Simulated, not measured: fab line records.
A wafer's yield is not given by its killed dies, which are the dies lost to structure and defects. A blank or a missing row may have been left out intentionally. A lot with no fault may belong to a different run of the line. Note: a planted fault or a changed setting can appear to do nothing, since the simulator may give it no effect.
The tool behind it: which one? | flow sky130 | Sampling: 12 lots, 36 wafers, 4 of 708 route steps

WHAT EACH GAUGE READ, for each wafer
SKY_PASSIVATION_THK_MEAS_03. Usual: PASSIVATION_CVD_02_THK 542 nm, standard deviation 6.9.
lot  | measured     | on           | PASSIVATION_CVD_02_THK (nm) | flag
L890 | day 44 17:48 | filmMetro-02 | 539 543 549                 | 
L889 | day 44 20:13 | filmMetro-02 | 534 540 544                 | 
L893 | day 44 20:21 | filmMetro-03 | 551 549 542                 | 
L891 | day 44 22:21 | filmMetro-04 | 537 540 547                 | 
L895 | day 44 22:42 | filmMetro-02 | 530 534 538                 | 
L896 | day 44 22:41 | filmMetro-04 | 530 535 545                 | 
L898 | day 46 00:42 | filmMetro-04 | 536 543 553                 | 
L899 | day 46 04:08 | filmMetro-04 | 538 536 532                 | 
L908 | day 49 20:24 | filmMetro-03 | 543 531 544                 | 
L906 | day 49 23:01 | filmMetro-02 | 542 543 542                 | 
L909 | day 50 02:05 | filmMetro-03 | 537 548 553                 | 
L912 | day 50 04:26 | filmMetro-02 | 544 549 551                 | 

WHAT TOOL EACH LOT RAN ON (gives the tool, then ch and the chambers of the sampled wafers, and finally the start)
lot  | SKY_VIA1_CVD_21              | SKY_METAL3_METAL_ETCH_18         | SKY_CAP2M_CVD_00
L890 | cvdW-02 ch 0,1, day 35 02:41 | rieMetal-02 ch 0,1, day 39 11:40 | pecvd-04 ch 0,1,2, day 40 15:03
L889 | cvdW-02 ch 0,1, day 35 03:59 | rieMetal-03 ch 1, day 39 12:56   | pecvd-01 ch 0,2, day 40 16:46
L893 | cvdW-02 ch 0,1, day 35 05:04 | rieMetal-02 ch 0,1, day 39 14:22 | pecvd-01 ch 0,1,2, day 40 17:33
L891 | cvdW-01 ch 0,1, day 35 05:14 | rieMetal-03 ch 1, day 39 14:56   | pecvd-04 ch 0,1, day 40 19:19
L895 | cvdW-02 ch 0, day 35 05:53   | rieMetal-04 ch 0,1, day 39 15:17 | pecvd-02 ch 0,1,2, day 40 19:43
L896 | cvdW-02 ch 1, day 35 08:32   | rieMetal-02 ch 0,1, day 39 16:50 | pecvd-01 ch 0,2, day 40 20:24
L898 | cvdW-02 ch 0, day 36 14:23   | rieMetal-02 ch 0,1, day 40 20:15 | pecvd-01 ch 1,2, day 41 22:36
L899 | cvdW-01 ch 0,1, day 36 20:34 | rieMetal-04 ch 0,1, day 41 01:48 | pecvd-04 ch 0,1,2, day 42 04:28
L908 | cvdW-01 ch 0,1, day 41 10:53 | rieMetal-03 ch 0,1, day 45 09:10 | pecvd-04 ch 0,1,2, day 46 11:13
L906 | cvdW-02 ch 0,1, day 41 12:43 | rieMetal-04 ch 0,1, day 45 14:24 | pecvd-04 ch 0,1,2, day 46 17:29
L909 | cvdW-02 ch 0,1, day 41 14:30 | rieMetal-03 ch 0,1, day 45 16:38 | pecvd-04 ch 0,2, day 46 19:37
L912 | cvdW-01 ch 0,1, day 41 16:10 | rieMetal-04 ch 0,1, day 45 18:23 | pecvd-02 ch 0,1,2, day 46 21:54
- SKY_VIA1_CVD_21: deposits W, target thk 270 nm, time 80.902 s.
- SKY_METAL3_METAL_ETCH_18: etches the open film in Cl2/BCl3, stops on SiO2, target depth 845 nm, time 183.1 s.
- SKY_CAP2M_CVD_00: deposits SiO2, target thk 15.5 nm.

WHAT THE TOOLS THEMSELVES READ (means of the sampled wafers that have a number; where no wafer has one, the mark that the record gives instead)
SKY_VIA1_CVD_21. Usual: heaterPowerW reads 824 W (standard deviation 71).
lot  | tool    | heaterPowerW (W) | flag
L890 | cvdW-02 | 785              | 
L889 | cvdW-02 | 823              | 
L893 | cvdW-02 | 789              | 
L891 | cvdW-01 | 850              | 
L895 | cvdW-02 | 752              | 
L896 | cvdW-02 | 869              | 
L898 | cvdW-02 | 750              | 
L899 | cvdW-01 | 874              | 
L908 | cvdW-01 | 812              | 
L906 | cvdW-02 | 833              | 
L909 | cvdW-02 | 824              | 
L912 | cvdW-01 | 801              | 

SKY_METAL3_METAL_ETCH_18. Usual: drypumpMotorCurrentA 5.8 A, standard deviation 0.53; oesProductAu 0.864 a.u., standard deviation 0.0067; throttleValvePct 22.264 %, standard deviation 0.01.
lot  | tool        | drypumpMotorCurrentA (A) | oesProductAu (a.u.) | throttleValvePct (%) | flag
L890 | rieMetal-02 | 6.0                      | 0.862               | 22.274               | 
L889 | rieMetal-03 | 6.0                      | 0.865               | 22.260               | 
L893 | rieMetal-02 | 5.9                      | 0.870               | 22.276               | 
L891 | rieMetal-03 | 6.0                      | 0.866               | 22.269               | 
L895 | rieMetal-04 | 5.1                      | 0.864               | 22.255               | 
L896 | rieMetal-02 | 6.1                      | 0.863               | 22.264               | 
L898 | rieMetal-02 | 6.0                      | 0.864               | 22.262               | 
L899 | rieMetal-04 | 5.7                      | 0.868               | 22.268               | 
L908 | rieMetal-03 | 5.9                      | 0.866               | 22.261               | 
L906 | rieMetal-04 | 5.1                      | 0.859               | 22.270               | 
L909 | rieMetal-03 | 5.9                      | 0.875               | 22.262               | 
L912 | rieMetal-04 | 5.1                      | 0.864               | 22.271               | 

SKY_CAP2M_CVD_00. Usual: heaterPowerW reads 754 W (standard deviation 120).
lot  | tool     | heaterPowerW (W) | flag
L890 | pecvd-04 | 842              | 
L889 | pecvd-01 | 764              | 
L893 | pecvd-01 | 681              | 
L891 | pecvd-04 | 887              | 
L895 | pecvd-02 | 734              | 
L896 | pecvd-01 | 707              | 
L898 | pecvd-01 | 666              | 
L899 | pecvd-04 | 823              | 
L908 | pecvd-04 | 850              | 
L906 | pecvd-04 | 819              | 
L909 | pecvd-04 | 888              | 
L912 | pecvd-02 | 711              | 

THE ANSWER, worked out from the rows above alone
Rule: a lot counts as off when the mean over its wafers that have a number is more than 3 standard deviations away from the usual mean. Also off: a lot with no number at a reading for which 4 or more lots have one. Any other lot the step has rows for is counted as sound. First the gauges in route order, then the tools' own readings, where a lot's mean is used as printed above. At the first step where some lot is off, the reading lying furthest off is the one used; lots without a number count as furthest.
No lot is off at any reading shown: from this, nothing can be told.

WHAT THE SIMULATOR HAD PUT IN
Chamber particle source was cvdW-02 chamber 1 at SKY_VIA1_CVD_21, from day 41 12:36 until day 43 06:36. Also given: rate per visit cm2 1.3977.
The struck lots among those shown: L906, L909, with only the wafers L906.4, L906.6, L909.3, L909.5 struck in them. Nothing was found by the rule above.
